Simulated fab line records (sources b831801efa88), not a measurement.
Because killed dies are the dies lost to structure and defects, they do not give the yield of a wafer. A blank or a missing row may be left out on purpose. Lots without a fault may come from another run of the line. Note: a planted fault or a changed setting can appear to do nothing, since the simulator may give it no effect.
Comparing a struck lot with a sound one :: flow sky130 :: 15 out of 708 route steps
Sound: the wafers L497.1, L497.4, L497.5. Wafers struck: L491.1, L491.4, L491.6. The cause is named last.
For every step that has rows: the tool of each side, followed by ch and its chambers, followed by its first start. Under that, the readings that differ: sound wafers :: struck wafers :: difference of the means :: sigmas: that difference in standard deviations of wafers without a fault.
alike: a reading whose means differ by less than 2 such deviations, as well as words and numbers matching on both sides. not compared: withheld readings; readings where some wafer has no value; bounds like >300 that might hide an equal value; numbers whose values overlap and for which the record gives no deviation.
Wherever a step has rows on one side only, a row that says differs or no value, or a row with sigmas, the two part there. Non-overlapping numbers with no deviation appear without sigmas and do not part them. A reading missing from all wafers of one side parts the sides only when that side holds two or more wafers.

first, 2 steps without rows for these wafers: SKY_LDD_HVP_PEB_05; SKY_LDD_HVP_DEVELOP_06 (develop time 60 s).
SKY_LDD_HVP_OVL_MEAS_07:
  struck on overlay-01, day 24 04:59; sound on overlay-02, day 26 16:40
  alike: LDD_HVP_OVL
after that, 1 step had no rows for these wafers: SKY_LDD_HVP_IMPLANT_08.
SKY_LDD_HVP_STRIP_09: strips in O2/N2.
  sound on plasmaAsher-03 ch 0, day 26 16:51; struck on plasmaAsher-01 ch 0,1, day 24 05:11
  alike: chamberPressureMTorr, drypumpMotorCurrentA, oesProductAu, stripTimeToEndpointS
  not compared: rfHoursCounterH
SKY_LDD_HVP_TW_MEAS_10:
  struck on filmMetro-04, day 24 05:17; sound on filmMetro-03, day 26 16:57
  alike: LDD_HVP_TW
then, 6 steps without rows for these wafers: SKY_LDD_LDN_DEHYDRATE_00 (time 60 s); SKY_LDD_LDN_HMDS_01 (prime time 60 s); SKY_LDD_LDN_COAT_02 (resist thk 1140 nm); SKY_LDD_LDN_SOFTBAKE_03 (time 60 s); SKY_LDD_LDN_EXPOSE_04 (exposes mask LDNTM, target cd 700 nm); SKY_LDD_LDN_PEB_05.
SKY_LDD_LDN_DEVELOP_06: develop time 60 s.
  sound on lithoTrack-02 ch 0, day 27 21:26; struck on lithoTrack-03 ch 0, day 25 10:31
reading: developerTempC (C)
sound: 22.85 22.93 22.75
struck: 22.04 21.88 22.07
difference: -0.85
sigmas: -8
SKY_LDD_LDN_OVL_MEAS_07:
  struck on overlay-02, day 25 10:40; sound on overlay-01, day 27 21:35
  alike: LDD_LDN_OVL
-- here the record skips 22 days between the struck wafers' starts before and after, leaving off in module LDD_LDN and picking up in module PAD_OPEN (first step shown: number 708 of the route) --
SKY_PAD_OPEN_PROBE_99:
  struck on prober-01, day 47 15:06; sound on prober-01, day 49 03:02
  alike: killed_at_M0_to_M3, killed_at_M4_up, killedAtContacts, killedAtFrontEnd, killedAtOther, killedDies, killedOpen, killedShort

WHERE THEY PART
At SKY_LDD_LDN_DEVELOP_06 and nowhere else, as far as this record goes. Later steps at which nothing parts them and some readings are alike: SKY_LDD_LDN_OVL_MEAS_07, SKY_PAD_OPEN_PROBE_99.

WHY: what the simulator had put in
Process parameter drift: lithoTrack-03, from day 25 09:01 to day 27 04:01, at SKY_LDD_LDN_DEVELOP_06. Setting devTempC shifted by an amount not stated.
